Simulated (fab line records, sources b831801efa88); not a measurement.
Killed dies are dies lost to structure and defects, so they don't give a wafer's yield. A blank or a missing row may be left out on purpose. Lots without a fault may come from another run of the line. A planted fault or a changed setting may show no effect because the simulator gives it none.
fab line records | flow sky130
record lots=6 wafers=18 last_day=49
route steps=708 shown SD_N@344 SD_P@359 RES_XHIGH@360 PAD_OPEN@708
lots that met no fault: from a run of the same line without faults
start_h: hours from the record's first day to the start of the lot's first wafer shown | wait_h: hours since the lot's step before | " the same as in the row above | L1.1+2: a row that stands for several wafers | - no value, or no start given | * or withheld: withheld | < > ~ a bound
route shown NAME@n: a module of which the file shows steps, and the number in the route of the first | usual: mean/standard deviation of fault-free wafers | same: alike in all rows | chamber/n: place in a boat | sites: the reading at each site | _std_site: their standard deviation | _edge_site: outer sites' mean less inner sites' | radius_mm: how far each site lies from the wafer's centre | mask NAME#n: copy n | behind: the tool/chamber that last shaped the wafer | hold: why the lot was held/for how many hours/how that ended | device: the transistor (n, p or np) that didn't switch | end of line: the same wafers' tests at the end of the route | a step without rows: its recipe alone | killed: dies lost to structure and defects at the first sort, not the wafer's yield | map: a wafer's dies, x killed, . not, _ none there
set.NAME: the setting as run; set.NAME@STEP: as run at that earlier step | model.NAME: the simulator's own value behind a step, which no gauge read
lots at some steps of the route; a table a step, a row a wafer
services: from which hour (start_h, from the record's first day; less than 0 if before it) a tool's chamber was out of use, for how many hours, and why
## steps
# step SKY_SD_N_COAT_02
# recipe resist=NOVOLAK spin_rpm=3000 resist_thk_nm=1140
# step SKY_SD_N_SOFTBAKE_03
# recipe temp_c=90 time_s=60 resist=NOVOLAK
# step SKY_SD_N_EXPOSE_04
# recipe mask_id=NSDM na=0.6 source_shape=conventional sigma_outer=0.6 polarization=unpolarized target_cd_nm=380 dose_mj=142.6
# step SKY_SD_N_PEB_05
# recipe temp_c=withheld time_s=* resist=NOVOLAK
# step SKY_SD_N_DEVELOP_06
# recipe resist=NOVOLAK developer=TMAH develop_time_s=60 dev_temp_c=23
# step SKY_SD_N_CD_MEAS_07
# recipe target_cd_nm=380
# usual cd_nm=379.7/2.2
# columns lot.wafer tool chamber start_h wait_h cd_nm
L686.1 cd_sem-02 - 654.02 0.1 380.7
L686.4 " - " " 379.9
L686.5 " - " " 379.6
L696.1 cd_sem-01 - 730.62 0.1 375.6
L696.2 " - " " 377.8
L696.3 " - " " 376.8
L697.2 cd_sem-02 - 743.98 0.1 380.0
L697.5 " - " " 379.3
L697.6 " - " " 381.5
L698.2 cd_sem-01 - 778.03 0.1 380.4
L698.5 " - " " 381.8
L698.6 " - " " 381.7
L699.1 cd_sem-02 - 779.82 0.1 378.9
L699.2 " - " " 377.8
L699.6 " - " " 378.2
L704.1 cd_sem-01 - 790.97 0.1 378.2
L704.2 " - " " 376.0
L704.6 " - " " 377.6
# step SKY_SD_N_OVL_MEAS_08
# usual SD_N_OVL=-0.1/1.3
# columns lot.wafer tool chamber start_h wait_h SD_N_OVL[nm]
L686.1 overlay-01 - 654.14 0.1 -1.2
L686.4 " - " " -2.6
L686.5 " - " " -4.5
L696.1 overlay-01 - 730.74 0.1 -0.5
L696.2 " - " " -0.3
L696.3 " - " " -0.2
L697.2 overlay-01 - 744.09 0.1 -0.4
L697.5 " - " " -0.1
L697.6 " - " " -1.8
L698.2 overlay-02 - 778.14 0.1 0.9
L698.5 " - " " 0.5
L698.6 " - " " -0.8
L699.1 overlay-02 - 779.94 0.1 -0.8
L699.2 " - " " 0.3
L699.6 " - " " 1.0
L704.1 overlay-01 - 791.09 0.1 0.7
L704.2 " - " " 0.0
L704.6 " - " " -0.2
# step SKY_SD_N_IMPLANT_09
# recipe species=As energy_kev=50 dose_cm2=4e+15 tilt_deg=0
# step SKY_SD_N_IMPLANT_10
# recipe species=P energy_kev=20 dose_cm2=1e+14 tilt_deg=0
# step SKY_SD_N_STRIP_11
# recipe chemistry=O2/N2 power_w=1400 pressure_mtorr=1500 platen_temp_c=withheld o2_flow_sccm=3000 n2_flow_sccm=300 overash_fraction=0.5
# usual drypump_motor_current_A=5.72/0.22 oes_product_au=0.527/0.0051 strip_time_to_endpoint_s=22.52/0.038
# columns lot.wafer tool chamber start_h wait_h drypump_motor_current_A oes_product_au rf_hours_counter_h strip_time_to_endpoint_s
L686.1 plasma_asher-02 1 654.47 0.1 6.10 0.529 22 22.61
L686.4 " 0 " " 5.65 0.532 - 22.59
L686.5 " 1 " " 6.10 0.533 - 22.63
L696.1 plasma_asher-03 1 731.07 0.1 5.42 0.526 63 22.53
L696.2 " 0 " " 5.78 0.519 63 22.52
L696.3 " 0 " " 5.82 0.529 - 22.45
L697.2 plasma_asher-03 1 744.42 0.1 5.41 0.532 65 22.49
L697.5 " 1 " " 5.42 0.536 - 22.52
L697.6 " 0 " " 5.81 0.532 - 22.52
L698.2 plasma_asher-03 1 778.47 0.1 5.43 0.529 68 22.50
L698.5 " 1 " " 5.41 0.530 - 22.52
L698.6 " 0 " " 5.79 0.530 - 22.51
L699.1 plasma_asher-02 0 780.27 0.1 5.67 0.521 33 22.55
L699.2 " 1 " " 6.12 0.525 33 22.53
L699.6 " 0 " " 5.67 0.523 - 22.55
L704.1 plasma_asher-03 0 791.42 0.1 5.81 0.532 69 22.56
L704.2 " 1 " " 5.42 0.521 69 22.56
L704.6 " 1 " " 5.42 0.527 - 22.51
# step SKY_SD_N_TW_MEAS_12
# usual SD_N_TW=3979/31
# columns lot.wafer tool chamber start_h wait_h SD_N_TW
L686.1 film_metro-02 - 654.57 0.1 4047
L686.4 " - " " 4022
L686.5 " - " " 4044
L696.1 film_metro-01 - 731.17 0.1 3999
L696.2 " - " " 3997
L696.3 " - " " 3974
L697.2 film_metro-01 - 744.53 0.1 4001
L697.5 " - " " 3994
L697.6 " - " " 4002
L698.2 film_metro-02 - 778.58 0.1 4032
L698.5 " - " " 4029
L698.6 " - " " 4038
L699.1 film_metro-03 - 780.37 0.1 3966
L699.2 " - " " 3955
L699.6 " - " " 3968
L704.1 film_metro-03 - 791.52 0.1 3953
L704.2 " - " " 3954
L704.6 " - " " 3950
# step SKY_SD_N_CLEAN_13
# recipe chemistry=SC1/SC2 mix=1:4:20 temp_c=70 time_s=150 dry=n2_spin
# step SKY_SD_N_RTA_14
# recipe temp_c=1075 time_s=2 idle_temp_c=650 ramp_up_c_per_s=150 ramp_down_c_per_s=90 ambient=N2
# usual lamp_power_pct=15.74/0.047 wafer_temp_C_max=1078.1/1.4
# columns lot.wafer tool chamber start_h wait_h lamp_power_pct wafer_temp_C_max
L686.1 rtp_anneal-01 0 654.68 0.0 15.76 1080.8
L686.4 " 0 " " 15.73 1077.1
L686.5 " 0 " " 15.72 1077.4
L696.1 rtp_anneal-02 0 731.28 0.0 15.72 1076.5
L696.2 " 0 " " 15.87 1078.4
L696.3 " 0 " " 15.71 1078.2
L697.2 rtp_anneal-02 0 744.64 0.0 15.72 1077.7
L697.5 " 0 " " 15.78 1077.0
L697.6 " 0 " " 15.74 1079.7
L698.2 rtp_anneal-02 0 778.69 0.0 15.78 1078.1
L698.5 " 0 " " 15.78 1078.2
L698.6 " 0 " " 15.73 1077.3
L699.1 rtp_anneal-01 0 780.48 0.0 15.80 1078.0
L699.2 " 0 " " 15.71 1081.2
L699.6 " 0 " " 15.74 1078.5
L704.1 rtp_anneal-01 0 791.64 0.0 15.64 1083.1
L704.2 " 0 " " 15.72 1081.6
L704.6 " 0 " " 15.85 1077.3
# step SKY_SD_N_RS_MEAS_16
# recipe thk_meas_gauge=four-point-probe
# usual SD_N_RS=68.45/0.12
# columns lot.wafer tool chamber start_h wait_h SD_N_RS[ohm/sq]
L686.1 film_metro-03 - 654.86 0.1 68.48
L686.4 " - " " 68.37
L686.5 " - " " 68.52
L696.1 film_metro-02 - 731.46 0.1 68.31
L696.2 " - " " 68.28
L696.3 " - " " 68.31
L697.2 film_metro-02 - 744.82 0.1 71.19
L697.5 " - " " 71.11
L697.6 " - " " 71.18
L698.2 film_metro-03 - 778.87 0.1 71.31
L698.5 " - " " 71.24
L698.6 " - " " 71.23
L699.1 film_metro-01 - 780.66 0.1 68.51
L699.2 " - " " 68.39
L699.6 " - " " 68.44
L704.1 film_metro-03 - 791.81 0.1 68.53
L704.2 " - " " 68.61
L704.6 " - " " 68.47
# step SKY_SD_N_RS_MEAS_17
# recipe thk_meas_gauge=four-point-probe
# usual SD_P_RS=146.3/0.42
# columns lot.wafer tool chamber start_h wait_h SD_P_RS[ohm/sq]
L686.1 film_metro-03 - 654.98 0.1 146.7
L686.4 " - " " 146.2
L686.5 " - " " 146.5
L696.1 film_metro-02 - 731.58 0.1 146.0
L696.2 " - " " 146.0
L696.3 " - " " 146.1
L697.2 film_metro-02 - 744.94 0.1 161.1
L697.5 " - " " 161.1
L697.6 " - " " 161.3
L698.2 film_metro-03 - 778.99 0.1 162.1
L698.5 " - " " 162.1
L698.6 " - " " 162.0
L699.1 film_metro-01 - 780.78 0.1 146.3
L699.2 " - " " 145.9
L699.6 " - " " 146.3
L704.1 film_metro-03 - 791.93 0.1 146.8
L704.2 " - " " 146.9
L704.6 " - " " 146.2
# step SKY_SD_N_RS_MEAS_18
# recipe thk_meas_gauge=four-point-probe
# usual RES_XHIGH_RS=333.3/1.3
# columns lot.wafer tool chamber start_h wait_h RES_XHIGH_RS[ohm/sq]
L686.1 film_metro-03 - 655.10 0.1 333.8
L686.4 " - " " 333.3
L686.5 " - " " 333.8
L696.1 film_metro-02 - 731.70 0.1 333.7
L696.2 " - " " 334.2
L696.3 " - " " 333.7
L697.2 film_metro-02 - 745.06 0.1 334.2
L697.5 " - " " 335.4
L697.6 " - " " 333.9
L698.2 film_metro-03 - 779.11 0.1 331.8
L698.5 " - " " 332.1
L698.6 " - " " 331.4
L699.1 film_metro-01 - 780.90 0.1 335.5
L699.2 " - " " 335.2
L699.6 " - " " 334.8
L704.1 film_metro-03 - 792.05 0.1 336.1
L704.2 " - " " 335.8
L704.6 " - " " 335.9
# step SKY_PAD_OPEN_PROBE_99
# usual killed_at_M0_to_M3=43/7.7 killed_at_M4_up=3.0/1.7 killed_at_contacts=24/5.2 killed_at_front_end=15/4.5 killed_at_other=0.3/0.5 killed_dies=85/9.5 killed_open=47/6.6 killed_short=38/6.6
# same gross_dies=492 killed_at_back_side=0
# columns lot.wafer tool chamber start_h wait_h killed_at_M0_to_M3 killed_at_M4_up killed_at_contacts killed_at_front_end killed_at_other killed_dies killed_open killed_short model.etest.res_xhigh_po.line_ohm_um model.etest.res_xhigh_po.rs_ohm_sq_rim_less_centre model.etest.res_xhigh_po.rs_ohm_sq_range model.etest.res_xhigh_po.rs_ohm_sq model.etest.pfet_01v8.r_on_ohm_um model.etest.tip_p.rs_ohm_sq model.etest.res_pdiff.line_ohm_um model.etest.tip_p.rs_ohm_sq_rim_less_centre
L686.1 prober-02 - 1080.76 0.1 39 0 27 19 0 85 53 32 5470 23.15 73.67 1921 2881 6922 1356 42.43
L686.4 prober-02 - 1080.91 0.2 26 5 29 17 0 77 38 39 5388 35.85 48.91 1905 2895 6923 1341 -110.1
L686.5 prober-02 - 1080.96 0.2 38 4 21 14 0 77 41 36 5228 28.46 51.46 1842 2870 6915 1352 -70.34
L696.1 prober-01 - 1134.84 0.1 59 4 26 8 0 97 61 36 5636 -51.11 67.06 1996 2864 6922 1365 -52.12
L696.2 prober-01 - 1134.89 0.1 49 8 21 10 0 88 47 41 5585 -57.04 73.14 1986 2899 6864 1367 -110.5
L696.3 prober-01 - 1134.94 0.2 41 1 19 18 0 79 47 32 5722 -21.95 53.23 2041 2870 6932 1384 -31.87
L697.2 prober-02 - 1144.63 0.1 40 4 32 21 0 97 48 49 6633 523.9 549.8 2356 3066 6956 1462 69.66
L697.5 prober-02 - 1144.78 0.2 41 5 20 13 0 79 45 34 6683 537.6 546.8 2388 3104 7008 1452 105.1
L697.6 prober-02 - 1144.83 0.2 38 8 21 12 0 79 43 36 7177 567.2 602 2483 3057 7020 1446 145.7
L699.1 prober-01 - 1172.05 0.1 47 4 24 16 1 92 51 41 6130 80.22 96.69 2126 2961 6948 1368 39.67
L699.2 prober-01 - 1172.10 0.1 44 0 17 14 0 75 44 31 5956 63.7 69.56 2088 3039 6839 1356 -97.27
L699.6 prober-01 - 1172.30 0.2 58 4 24 20 0 106 63 43 5989 64.14 74.05 2116 3065 6889 1368 25.67
L698.2 prober-02 - 1172.08 0.1 58 7 21 21 0 107 44 63 6702 485.7 525.6 2321 3170 7083 1535 78.91
L698.5 prober-02 - 1172.23 0.2 42 1 32 18 0 93 42 51 6696 469.4 532.4 2343 3195 7177 1534 62.43
L698.6 prober-02 - 1172.28 0.2 45 0 32 20 0 97 49 48 6704 464.4 509.5 2335 3174 7107 1564 168.6
L704.1 prober-01 - 1176.29 0.1 64 4 24 14 0 106 59 47 5950 7.901 64.66 2058 2870 6878 1345 39.3
L704.2 prober-01 - 1176.34 0.1 41 5 35 16 0 97 50 47 5823 -5.378 43.57 2024 2867 6860 1342 -130.3
L704.6 prober-01 - 1176.54 0.2 42 1 7 20 0 70 37 33 5782 3.009 33.4 2030 2877 6826 1318 8.995
# killed by level:class
L686.1 VIA1:geometric_particle:open=8 CONTACT:geometric_particle:open=8 VIA3:geometric_particle:open=8 FIELD_ISO:geometric_particle:open=7 VIA2:geometric_particle:open=7 METAL2:geometric_particle:short=7 LI_CONTACT:geometric_particle:open=6 LOCAL_INTERCONNECT:geometric_particle:short=4
L686.4 LI_CONTACT:geometric_particle:open=9 POLY_GATE:geometric_particle:short=8 CONTACT:geometric_particle:open=8 METAL1:geometric_particle:short=6 VIA3:geometric_particle:open=5 LI_CONTACT:geometric_particle:short=5 POLY_GATE:geometric_particle:open=4 CONTACT:geometric_particle:short=4
L686.5 CONTACT:geometric_particle:open=9 VIA2:geometric_particle:open=9 VIA3:geometric_particle:open=6 METAL1:geometric_particle:short=5 LI_CONTACT:geometric_particle:open=4 CONTACT:geometric_particle:short=4 VIA1:geometric_particle:open=4 METAL2:geometric_particle:short=4
L696.1 VIA1:geometric_particle:open=17 VIA2:geometric_particle:open=10 CONTACT:geometric_particle:open=9 LI_CONTACT:geometric_particle:open=7 VIA3:geometric_particle:open=7 METAL1:geometric_particle:short=5 LI_CONTACT:geometric_particle:short=5 VIA1:geometric_particle:short=5
L696.2 VIA1:geometric_particle:open=13 CONTACT:geometric_particle:open=8 VIA2:geometric_particle:open=8 METAL4:geometric_particle:short=6 METAL2:geometric_particle:short=6 LI_CONTACT:geometric_particle:open=5 CONTACT:geometric_particle:short=5 METAL1:geometric_particle:short=5
L696.3 CONTACT:geometric_particle:open=11 VIA1:geometric_particle:open=11 FIELD_ISO:geometric_particle:open=6 LI_CONTACT:geometric_particle:open=6 FIELD_ISO:geometric_particle:short=5 VIA1:geometric_particle:short=5 METAL2:geometric_particle:short=5 VIA2:geometric_particle:open=4
L697.2 CONTACT:geometric_particle:open=11 CONTACT:geometric_particle:short=9 FIELD_ISO:geometric_particle:short=8 VIA1:geometric_particle:open=7 METAL2:geometric_particle:short=6 POLY_GATE:geometric_particle:open=5 LI_CONTACT:geometric_particle:open=5 METAL1:geometric_particle:short=5
L697.5 VIA1:geometric_particle:open=11 METAL1:geometric_particle:short=7 VIA3:geometric_particle:open=7 LI_CONTACT:geometric_particle:open=6 CONTACT:geometric_particle:open=6 FIELD_ISO:geometric_particle:short=5 LOCAL_INTERCONNECT:geometric_particle:short=5 VIA1:geometric_particle:short=5
L697.6 VIA3:geometric_particle:open=10 VIA1:geometric_particle:open=9 LOCAL_INTERCONNECT:geometric_particle:short=6 VIA2:geometric_particle:open=6 LI_CONTACT:geometric_particle:open=5 LI_CONTACT:geometric_particle:short=4 CONTACT:geometric_particle:open=4 METAL4:geometric_particle:short=4
L699.1 VIA1:geometric_particle:open=15 CONTACT:geometric_particle:open=12 VIA1:geometric_particle:short=8 VIA2:geometric_particle:open=7 LOCAL_INTERCONNECT:geometric_particle:short=5 FIELD_ISO:geometric_particle:short=4 METAL1:geometric_particle:short=4 METAL2:geometric_particle:short=4
L698.2 VIA1:geometric_particle:open=18 METAL2:geometric_particle:short=10 METAL1:geometric_particle:short=9 POLY_GATE:geometric_particle:short=7 LI_CONTACT:geometric_particle:open=6 VIA1:geometric_particle:short=6 METAL4:geometric_particle:short=6 FIELD_ISO:geometric_particle:short=5
L699.2 VIA1:geometric_particle:open=8 POLY_GATE:geometric_particle:open=7 CONTACT:geometric_particle:open=7 METAL1:geometric_particle:short=7 VIA3:geometric_particle:open=7 VIA2:geometric_particle:open=6 VIA1:geometric_particle:short=5 METAL3:geometric_particle:short=5
L698.5 LOCAL_INTERCONNECT:geometric_particle:short=9 VIA1:geometric_particle:open=9 CONTACT:geometric_particle:open=7 METAL2:geometric_particle:short=6 FIELD_ISO:geometric_particle:open=5 LI_CONTACT:geometric_particle:short=5 LI_CONTACT:geometric_particle:open=5 METAL1:geometric_particle:short=5
L698.6 LI_CONTACT:geometric_particle:open=8 VIA1:geometric_particle:open=8 FIELD_ISO:geometric_particle:open=7 CONTACT:geometric_particle:open=7 METAL2:geometric_particle:short=7 VIA2:geometric_particle:open=7 LI_CONTACT:geometric_particle:short=6 CONTACT:geometric_particle:short=6
L699.6 VIA1:geometric_particle:open=20 CONTACT:geometric_particle:open=9 POLY_GATE:geometric_particle:open=7 LI_CONTACT:geometric_particle:open=7 METAL3:geometric_particle:short=7 VIA1:geometric_particle:short=6 VIA3:geometric_particle:open=6 LOCAL_INTERCONNECT:geometric_particle:short=5
L704.1 VIA1:geometric_particle:open=18 VIA3:geometric_particle:open=10 VIA2:geometric_particle:open=9 METAL1:geometric_particle:short=8 CONTACT:geometric_particle:open=6 CONTACT:geometric_particle:short=6 VIA1:geometric_particle:short=6 LI_CONTACT:geometric_particle:open=5
L704.2 CONTACT:geometric_particle:open=13 METAL1:geometric_particle:short=8 CONTACT:geometric_particle:short=8 METAL2:geometric_particle:short=7 VIA1:geometric_particle:open=7 POLY_GATE:geometric_particle:open=6 VIA2:geometric_particle:open=6 POLY_GATE:geometric_particle:short=5
L704.6 VIA1:geometric_particle:open=15 FIELD_ISO:geometric_particle:short=8 FIELD_ISO:geometric_particle:open=7 METAL2:geometric_particle:short=6 VIA2:geometric_particle:open=6 VIA1:geometric_particle:short=3 METAL1:geometric_particle:short=3 VIA2:geometric_particle:short=3
## services
# columns tool chamber start_h hours kind
plasma_asher-02 - 665.99 4.9 repair
rtp_anneal-01 - 744.42 4.2 pm
## key
first_sign step=SKY_SD_N_RS_MEAS_16 reading=SD_N_RS direction=up sigmas=23 usual=68.45 struck=71.21
effect step=SKY_SD_N_RS_MEAS_17 reading=SD_P_RS direction=up sigmas=36 usual=146.3 struck=161.6
model_effect step=SKY_PAD_OPEN_PROBE_99 value=etest.res_xhigh_po.line_ohm_um without=5703 struck=6766
met_at SKY_SD_N_RTA_14
struck_wafers L697.2,L697.5,L697.6,L698.2,L698.5,L698.6
tester_left_out L697,L698
onset_between 731.28 744.64
fault kind=process_parameter_drift tool=rtp_anneal-02 chamber=- onset_h=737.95 steps=SKY_SD_N_RTA_14 channel=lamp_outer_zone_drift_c offset=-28 shape=step end_h=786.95
# tester_left_out: of these lots the tester's yield and bins aren't shown, on N5 and GAA mostly nor the transistor test; their killed dies are dies lost to structure and defects alone, not to doping, threshold or leakage, so they don't give the yield
